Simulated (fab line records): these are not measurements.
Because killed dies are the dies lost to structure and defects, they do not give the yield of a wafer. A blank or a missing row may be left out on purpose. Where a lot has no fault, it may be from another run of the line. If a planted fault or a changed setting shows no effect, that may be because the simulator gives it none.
fab line records	flow sky130
record: lots: 6	wafers: 18	lastDay: 50
route steps=708 shown CAPM@548 METAL3@555
lots with no fault: from the same line, run without faults
startH: start of the lot's first displayed wafer, in hours after the record's first day	waitH: how many hours have passed since the lot's step before this one	" identical to the entry in the row above	L1.1+2: one row covering several wafers at once	- no value, or no start given	* or withheld: withheld	< > ~ a bound
route shown NAME@n: names a module that has steps shown in the file, with the first one's number in the route	usual: mean and standard deviation over wafers with no fault	same: alike in all rows	chamber/n: place in a boat	sites: each site's reading	_std_site: the values' standard deviation	_edge_site: the outer-site mean with the inner-site mean subtracted	radiusMm: how far each site lies from the wafer's centre	mask NAME#n: copy n	behind: the tool/chamber that last shaped the wafer	hold: why the lot went on hold/how many hours it stayed there/how the hold came to an end	device: the transistor (n, p or np) that didn't switch	end of line: tests of these same wafers at the route's end	step lacking rows: just its recipe	killed: dies that structure and defects cost at the first sort, which is not the same as the wafer's yield	map: dies across one wafer; x = killed, . = not, _ = none there
set.NAME: the setting that was run; set.NAME@STEP: the one run at that earlier step	model.NAME: the simulator's own value behind a step, which no gauge read
a table for each step, a row for each wafer; lots at some steps of the route
services: when a tool's chamber went out of use (startH, in hours from the record's first day, below 0 if earlier), for how many hours, and the reason
== steps ==
step: SKY_CAPM_DEVELOP_11
recipe: resist: NOVOLAK	developer: TMAH	developTimeS: 60	devTempC: 23
step: SKY_CAPM_OVL_MEAS_12
usual: CAPM_OVL: -0.4/1.2
lot.wafer	tool	chamber	startH	waitH	CAPM_OVL[nm]
L240.1	overlay-02	-	898.82	0.1	-1.6
L240.2	"	-	"	"	-0.9
L240.5	"	-	"	"	-0.5
L244.3	overlay-02	-	944.27	0.1	-1.6
L244.5	"	-	"	"	0.0
L244.6	"	-	"	"	-1.6
L245.4	overlay-01	-	944.57	0.1	-0.8
L245.5	"	-	"	"	-0.5
L245.6	"	-	"	"	1.2
L257.2	overlay-02	-	998.78	0.1	-1.6
L257.3	"	-	"	"	-3.4
L257.6	"	-	"	"	-1.5
L258.3	overlay-01	-	1002.52	0.1	-0.8
L258.4	"	-	"	"	-0.1
L258.6	"	-	"	"	-0.5
L261.2	overlay-01	-	1028.42	0.1	1.6
L261.3	"	-	"	"	2.0
L261.5	"	-	"	"	-0.2
step: SKY_CAPM_METAL_ETCH_13
recipe: targetDepthNm: 220	stopOn: SiO2	chemistry: Cl2/BCl3	target: TiN	pressureMtorr: 10	icpW: 900	biasW: 48.5	Cl2_flow_sccm: 60	bcl3FlowSccm: 30	timeS: 62.9
usual: drypumpMotorCurrentA: 5.8/0.52	mfcCl2Sccm: 59.98/0.19	oesProductAu: 0.941/0.01	throttleValvePct: 21.901/0.011
lot.wafer	tool	chamber	startH	waitH	drypumpMotorCurrentA	mfcCl2Sccm	oesProductAu	rfHoursCounterH	throttleValvePct
L240.1	rieMetal-04	1	898.86	0.0	6.1	59.83	0.948	13	21.888
L240.2	"	0	"	"	5.9	59.92	0.940	3	21.896
L240.5	"	1	"	"	6.1	59.97	0.962	-	21.885
L244.3	rieMetal-04	0	944.32	0.0	5.8	59.76	0.935	-	21.915
L244.5	"	0	"	"	5.8	60.04	0.925	-	21.902
L244.6	"	1	"	"	6.1	60.10	0.952	-	21.889
L245.4	rieMetal-02	1	944.62	0.0	5.8	60.06	0.958	-	21.882
L245.5	"	0	"	"	6.4	60.00	0.936	-	21.887
L245.6	"	1	"	"	5.8	60.14	0.957	-	21.893
L257.2	rieMetal-04	1	998.81	0.0	6.1	60.19	0.942	17	21.868
L257.3	"	1	"	"	6.0	60.04	0.938	-	21.906
L257.6	"	1	"	"	6.1	60.26	0.937	-	21.902
L258.3	rieMetal-04	1	1002.57	0.0	6.1	59.84	0.933	-	21.923
L258.4	"	0	"	"	5.7	59.61	0.957	-	21.903
L258.6	"	1	"	"	6.1	59.88	0.923	-	21.912
L261.2	rieMetal-03	1	1028.45	0.0	6.3	59.89	0.922	17	21.909
L261.3	"	1	"	"	6.3	60.00	0.951	-	21.893
L261.5	"	0	"	"	4.7	59.84	0.953	-	21.907
step: SKY_CAPM_STRIP_14
recipe: chemistry: O2/N2	powerW: 1400	pressureMtorr: 1500	platenTempC: withheld	o2FlowSccm: 3000	n2FlowSccm: 300	overashFraction: 0.5
usual: drypumpMotorCurrentA: 5.77/0.25	oesProductAu: 0.710/0.0042	stripTimeToEndpointS: 12.38/0.047
same: overashFraction: 0.5
lot.wafer	tool	chamber	startH	waitH	drypumpMotorCurrentA	oesProductAu	rfHoursCounterH	stripTimeToEndpointS
L240.1	plasmaAsher-02	0	898.93	0.1	5.65	0.714	15	12.41
L240.2	"	1	"	"	5.79	0.710	15	12.34
L240.5	"	1	"	"	5.77	0.702	-	12.41
L244.3	plasmaAsher-01	1	944.40	0.1	6.30	0.708	-	12.35
L244.5	"	0	"	"	5.95	0.707	-	12.32
L244.6	"	1	"	"	6.27	0.712	-	12.39
L245.4	plasmaAsher-02	1	944.70	0.1	5.82	0.707	-	12.36
L245.5	"	1	"	"	5.81	0.708	-	12.33
L245.6	"	0	"	"	5.64	0.720	-	12.38
L257.2	plasmaAsher-03	1	998.88	0.1	5.42	0.704	116	12.43
L257.3	"	1	"	"	5.43	0.710	-	12.36
L257.6	"	0	"	"	5.64	0.709	-	12.35
L258.3	plasmaAsher-02	1	1002.65	0.1	5.77	0.710	-	12.44
L258.4	"	0	"	"	5.58	0.706	-	12.32
L258.6	"	1	"	"	5.78	0.710	-	12.45
L261.2	plasmaAsher-02	1	1028.53	0.1	5.79	0.708	28	12.42
L261.3	"	0	"	"	5.62	0.706	-	12.46
L261.5	"	0	"	"	5.61	0.712	-	12.38
step: SKY_CAPM_STRIP_15
recipe: chemistry: postEtchResidueRemover	timeS: 1200	tempC: 72.5
step: SKY_CAPM_CLEAN_16
recipe: chemistry: IPA	timeS: 180	tempC: 25
step: SKY_CAPM_CLEAN_17
recipe: chemistry: O3/DIW	dry: n2Spin
step: SKY_METAL3_DEHYDRATE_05
recipe: tempC: 200	timeS: 60
step: SKY_METAL3_HMDS_06
recipe: primeTimeS: 60	primeTempC: 120
step: SKY_METAL3_COAT_07
recipe: resist: BARC	tempC: withheld	timeS: withheld	spinRpm: 3000	resistThkNm: 60
step: SKY_METAL3_COAT_08
recipe: resist: KrF-thick	spinRpm: 3000	resistThkNm: 1140
step: SKY_METAL3_SOFTBAKE_09
recipe: tempC: 100	timeS: 90	resist: KrF-thick
step: SKY_METAL3_EXPOSE_10
recipe: maskId: MM3	na: 0.68	sourceShape: annular	sigmaInner: 0.4	sigmaOuter: 0.8	targetCdNm: 300	doseMj: 28
lot.wafer	tool	chamber	startH	waitH	mask
L240.1+2+5	krfScanner-02	0	912.84	-	MM3#0
L244.3+5+6	krfScanner-01	0	956.69	-	MM3#0
L245.4+5+6	krfScanner-01	0	957.18	-	MM3#0
L257.2+3+6	krfScanner-02	0	1010.35	-	MM3#0
L258.3+4+6	krfScanner-01	0	1014.78	-	MM3#0
L261.2+3+5	krfScanner-02	0	1040.65	-	MM3#0
step: SKY_METAL3_PEB_11
recipe: pebTempC: withheld	pebTimeS: withheld	resist: KrF-thick
step: SKY_METAL3_DEVELOP_12
recipe: developTimeS: 60	resist: KrF-thick	devTempC: 21
step: SKY_METAL3_CD_MEAS_13
recipe: targetCdNm: 300
usual: cdNm: 300.2/1.4
lot.wafer	tool	chamber	startH	waitH	cdNm
L240.1	cdSem-02	-	924.96	-	300.0
L240.2	"	-	"	"	300.3
L240.5	"	-	"	"	299.4
L244.3	cdSem-02	-	969.51	-	242.7
L244.5	"	-	"	"	287.1
L244.6	"	-	"	"	250.8
L245.4	cdSem-02	-	969.88	-	286.7
L245.5	"	-	"	"	276.0
L245.6	"	-	"	"	232.2
L257.2	cdSem-02	-	1021.13	-	300.4
L257.3	"	-	"	"	299.8
L257.6	"	-	"	"	300.0
L258.3	cdSem-01	-	1025.45	-	299.6
L258.4	"	-	"	"	299.5
L258.6	"	-	"	"	299.1
L261.2	cdSem-01	-	1051.69	-	301.0
L261.3	"	-	"	"	300.9
L261.5	"	-	"	"	300.0
step: SKY_METAL3_OVL_MEAS_14
usual: METAL3_OVL: 3/5.2
lot.wafer	tool	chamber	startH	waitH	METAL3_OVL[nm]
L240.1	overlay-01	-	925.08	0.1	0
L240.2	"	-	"	"	-1
L240.5	"	-	"	"	1
L244.3	overlay-02	-	969.60	0.1	-3
L244.5	"	-	"	"	-5
L244.6	"	-	"	"	2
L245.4	overlay-02	-	969.96	0.1	13
L245.5	"	-	"	"	11
L245.6	"	-	"	"	18
L257.2	overlay-02	-	1021.23	0.1	-6
L257.3	"	-	"	"	-2
L257.6	"	-	"	"	2
L258.3	overlay-01	-	1025.54	0.1	3
L258.4	"	-	"	"	4
L258.6	"	-	"	"	3
L261.2	overlay-02	-	1051.79	0.1	-2
L261.3	"	-	"	"	5
L261.5	"	-	"	"	-3
step: SKY_METAL3_DESCUM_15
recipe: chemistry: O2	sourcePowerW: 150	biasPowerW: 0	pressureMtorr: 10	tempC: 40	timeS: 8
usual: drypumpMotorCurrentA: 5.5/0.56	oesProductAu: 1.002/0.013
lot.wafer	tool	chamber	startH	waitH	drypumpMotorCurrentA	oesProductAu	rfHoursCounterH	model.METAL3.cdNm
L240.1	rieMetal-03	1	925.12	0.0	6.3	1.013	12	300.4
L240.2	"	0	"	"	4.7	1.007	10	300.6
L240.5	"	0	"	"	4.7	1.002	-	299.8
L244.3	rieMetal-01	0	969.63	0.0	5.2	0.989	-	241.3
L244.5	"	0	"	"	5.3	1.003	-	286.3
L244.6	"	1	"	"	5.3	0.979	-	251.2
L245.4	rieMetal-04	0	969.98	0.0	5.8	1.027	-	286.6
L245.5	"	0	"	"	5.8	1.030	-	275.7
L245.6	"	1	"	"	6.1	0.989	-	231.7
L257.2	rieMetal-03	0	1021.26	0.0	4.7	1.021	16	301.2
L257.3	"	0	"	"	4.7	1.016	-	300.4
L257.6	"	0	"	"	4.6	1.012	-	300.8
L258.3	rieMetal-01	0	1025.57	0.0	5.2	0.999	-	298.3
L258.4	"	1	"	"	5.3	1.009	-	299.9
L258.6	"	0	"	"	5.2	1.009	-	297.4
L261.2	rieMetal-01	0	1051.82	0.0	5.3	1.002	23	299.8
L261.3	"	0	"	"	5.3	1.015	-	299.9
L261.5	"	0	"	"	5.3	1.009	-	298.9
step: SKY_METAL3_ETCH_16
recipe: chemistry: N2/H2	target: BARC	ionEnergyEv: 200	biasW: 100	pressureMtorr: 30	n2FlowSccm: 100	h2FlowSccm: 200	icpW: 500	stopOn: SiO2	timeS: 88.2	targetDepthA: 600
usual: drypumpMotorCurrentA: 5.5/0.56	oesProductAu: 0.626/0.0051	throttleValvePct: 13.206/0.0099
lot.wafer	tool	chamber	startH	waitH	drypumpMotorCurrentA	oesProductAu	rfHoursCounterH	throttleValvePct
L240.1	rieMetal-03	1	925.15	0.0	6.3	0.621	12	13.220
L240.2	"	0	"	"	4.7	0.622	10	13.198
L240.5	"	0	"	"	4.7	0.624	-	13.208
L244.3	rieMetal-01	0	969.69	0.0	5.3	0.628	-	13.202
L244.5	"	0	"	"	5.3	0.622	-	13.195
L244.6	"	1	"	"	5.3	0.634	-	13.212
L245.4	rieMetal-04	0	970.04	0.0	5.8	0.621	-	13.196
L245.5	"	0	"	"	5.8	0.621	-	13.210
L245.6	"	1	"	"	6.1	0.629	-	13.197
L257.2	rieMetal-03	0	1021.29	0.0	4.7	0.620	16	13.184
L257.3	"	0	"	"	4.7	0.626	-	13.198
L257.6	"	0	"	"	4.7	0.625	-	13.215
L258.3	rieMetal-01	0	1025.63	0.0	5.3	0.629	-	13.208
L258.4	"	1	"	"	5.3	0.622	-	13.199
L258.6	"	0	"	"	5.2	0.628	-	13.211
L261.2	rieMetal-01	0	1051.85	0.0	5.3	0.620	23	13.212
L261.3	"	0	"	"	5.3	0.627	-	13.203
L261.5	"	0	"	"	5.3	0.636	-	13.212
step: SKY_METAL3_ETCH_17
recipe: target: SiO2	stopOn: TiN	chemistry: C4F8/O2/Ar	sourceW: 1500	biasW: 1200	pressureMtorr: 40	c4f8FlowSccm: withheld	O2_flow_sccm: 6	Ar_flow_sccm: 300	timeS: 3.9	targetDepthA: 150
usual: oesProductAu: 0.755/0.0078
lot.wafer	tool	chamber	startH	waitH	oesProductAu
L240.1	rieDiel-01	0	925.25	0.1	0.750
L240.2	"	3	"	"	0.746
L240.5	"	0	"	"	0.764
L244.3	rieDiel-01	2	969.75	0.0	0.752
L244.5	"	2	"	"	0.745
L244.6	"	3	"	"	0.757
L245.4	rieDiel-03	3	970.10	0.0	0.753
L245.5	"	2	"	"	0.764
L245.6	"	3	"	"	0.759
L257.2	rieDiel-02	1	1021.39	0.1	0.751
L257.3	"	2	"	"	0.762
L257.6	"	3	"	"	0.770
L258.3	rieDiel-01	3	1025.69	0.0	0.744
L258.4	"	2	"	"	0.756
L258.6	"	2	"	"	0.765
L261.2	rieDiel-02	2	1051.95	0.1	0.760
L261.3	"	1	"	"	0.768
L261.5	"	3	"	"	0.776
step: SKY_METAL3_METAL_ETCH_18
recipe: targetDepthA: 8450	stopOn: SiO2	overEtchFrac: 0.3	timeS: 183.1	chemistry: Cl2/BCl3	resistSidewallDeg: 88	pressureMtorr: 10	icpW: 900	biasW: 48.5	Cl2_flow_sccm: 60	bcl3FlowSccm: 30
usual: drypumpMotorCurrentA: 5.6/0.53	mfcCl2Sccm: 59.98/0.18	oesProductAu: 0.866/0.0069	throttleValvePct: 22.266/0.0093
lot.wafer	tool	chamber	startH	waitH	drypumpMotorCurrentA	mfcCl2Sccm	oesProductAu	rfHoursCounterH	throttleValvePct	model.METAL3.cdNm
L240.1	rieMetal-01	1	925.27	0.0	5.3	60.00	0.859	12	22.252	309.9
L240.2	"	0	"	"	5.3	59.84	0.863	16	22.264	294.6
L240.5	"	1	"	"	5.3	59.69	0.865	-	22.280	311.1
L244.3	rieMetal-03	1	969.83	0.1	6.3	60.03	0.864	-	22.274	233
L244.5	"	0	"	"	4.7	59.87	0.845	-	22.279	283.1
L244.6	"	1	"	"	6.2	59.98	0.869	-	22.267	252
L245.4	rieMetal-01	1	970.18	0.1	5.3	60.23	0.859	-	22.267	290.6
L245.5	"	0	"	"	5.3	60.06	0.866	-	22.252	277.2
L245.6	"	1	"	"	5.3	60.06	0.849	-	22.271	236.9
L257.2	rieMetal-01	1	1021.41	0.0	5.3	59.89	0.865	17	22.262	300.2
L257.3	"	1	"	"	5.3	59.88	0.861	-	22.271	299.4
L257.6	"	1	"	"	5.3	59.93	0.862	-	22.261	302.1
L258.3	rieMetal-04	0	1025.77	0.1	5.8	59.98	0.876	-	22.280	302.8
L258.4	"	1	"	"	6.1	59.94	0.870	-	22.270	309.8
L258.6	"	0	"	"	5.8	60.13	0.867	-	22.259	301.9
L261.2	rieMetal-03	1	1051.97	0.0	6.3	60.08	0.878	19	22.259	289.6
L261.3	"	0	"	"	4.7	59.81	0.866	-	22.258	306.6
L261.5	"	1	"	"	6.3	59.82	0.861	-	22.274	290
step: SKY_METAL3_STRIP_19
recipe: chemistry: O2/N2	powerW: 1400	pressureMtorr: 1500	platenTempC: withheld	o2FlowSccm: 3000	n2FlowSccm: 300	overashFraction: 0.5
usual: drypumpMotorCurrentA: 5.87/0.26	oesProductAu: 0.502/0.0063	stripTimeToEndpointS: 6.53/0.11
same: overashFraction: 0.5
lot.wafer	tool	chamber	startH	waitH	drypumpMotorCurrentA	oesProductAu	rfHoursCounterH	stripTimeToEndpointS
L240.1	plasmaAsher-01	0	925.45	0.1	5.98	0.501	79	6.58
L240.2	"	1	"	"	6.30	0.499	79	6.48
L240.5	"	1	"	"	6.27	0.510	-	6.54
L244.3	plasmaAsher-04	1	969.98	0.1	6.18	0.501	-	6.61
L244.5	"	1	"	"	6.19	0.498	-	6.45
L244.6	"	0	"	"	5.61	0.510	-	6.60
L245.4	plasmaAsher-01	1	970.33	0.1	6.28	0.498	-	6.61
L245.5	"	0	"	"	5.99	0.504	-	6.50
L245.6	"	1	"	"	6.28	0.512	-	6.62
L257.2	plasmaAsher-02	1	1021.59	0.1	5.79	0.499	27	6.57
L257.3	"	0	"	"	5.60	0.507	-	6.56
L257.6	"	0	"	"	5.62	0.513	-	6.59
L258.3	plasmaAsher-02	1	1025.92	0.1	5.78	0.495	-	6.29
L258.4	"	0	"	"	5.63	0.500	-	6.50
L258.6	"	0	"	"	5.62	0.492	-	6.32
L261.2	plasmaAsher-02	1	1052.15	0.1	5.81	0.504	31	6.65
L261.3	"	0	"	"	5.61	0.504	-	6.57
L261.5	"	0	"	"	5.63	0.503	-	6.59
== services ==
tool	chamber	startH	hours	kind
rieMetal-03	-	885.73	0.2	repair
rieDiel-02	2	886.67	4.8	repair
krfScanner-02	-	887.67	1.0	pm
plasmaAsher-01	-	890.46	2.5	repair
krfScanner-01	-	906.94	1.0	pm
plasmaAsher-04	-	910.43	3.7	repair
krfScanner-02	-	914.23	4.4	pm
krfScanner-01	-	917.23	0.3	repair
krfScanner-01	-	920.14	1.3	pm
krfScanner-02	-	923.36	0.8	pm
rieDiel-03	2	937.70	2.7	repair
rieMetal-03	1	939.84	8.7	repair
rieDiel-02	2	948.86	3.0	repair
rieDiel-01	0	956.52	10.5	repair
plasmaAsher-02	-	968.48	3.2	repair
rieMetal-02	1	978.43	20.2	repair
rieDiel-03	1	982.91	5.8	repair
plasmaAsher-01	-	989.84	3.7	repair
plasmaAsher-04	-	990.53	3.7	repair
krfScanner-02	-	1003.64	1.3	pm
plasmaAsher-04	-	1019.29	7.7	repair
krfScanner-01	-	1030.79	0.8	pm
rieDiel-01	2	1048.47	20.1	repair
rieDiel-01	0	1052.18	5.4	repair
== key ==
firstSign: step: SKY_METAL3_CD_MEAS_13	reading: cdNm	direction: down	sigmas: 27	usual: 300.2	struck: 262.6
effect none on later readings
modelEffect: step: SKY_METAL3_DESCUM_15	value: METAL3.cdNm	without: 300.3	struck: 262.1
modelEffect: step: SKY_METAL3_METAL_ETCH_18	value: METAL3.cdNm	without: 300.3	struck: 262.1
metAt SKY_METAL3_EXPOSE_10
struckWafers L244.3,L244.5,L244.6,L245.4,L245.5,L245.6
laterRowsLeftOut L244.3,L245.6
sortLeftOut L244.3,L244.5,L244.6,L245.4,L245.5,L245.6
fault: kind: processParameterDrift	tool: krfScanner-01	chamber: -	onsetH: 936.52	steps: SKY_METAL3_EXPOSE_10	channel: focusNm	offset: 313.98	spreadByWafer: 0.3	shape: step	endH: 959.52
sortLeftOut: the simulated sort isn't trusted on such a fault, so these wafers' sort isn't shown, and their yield isn't known
laterRowsLeftOut: the simulator's readings of these wafers behind a module that went badly wrong aren't trusted and aren't shown, but for the sort
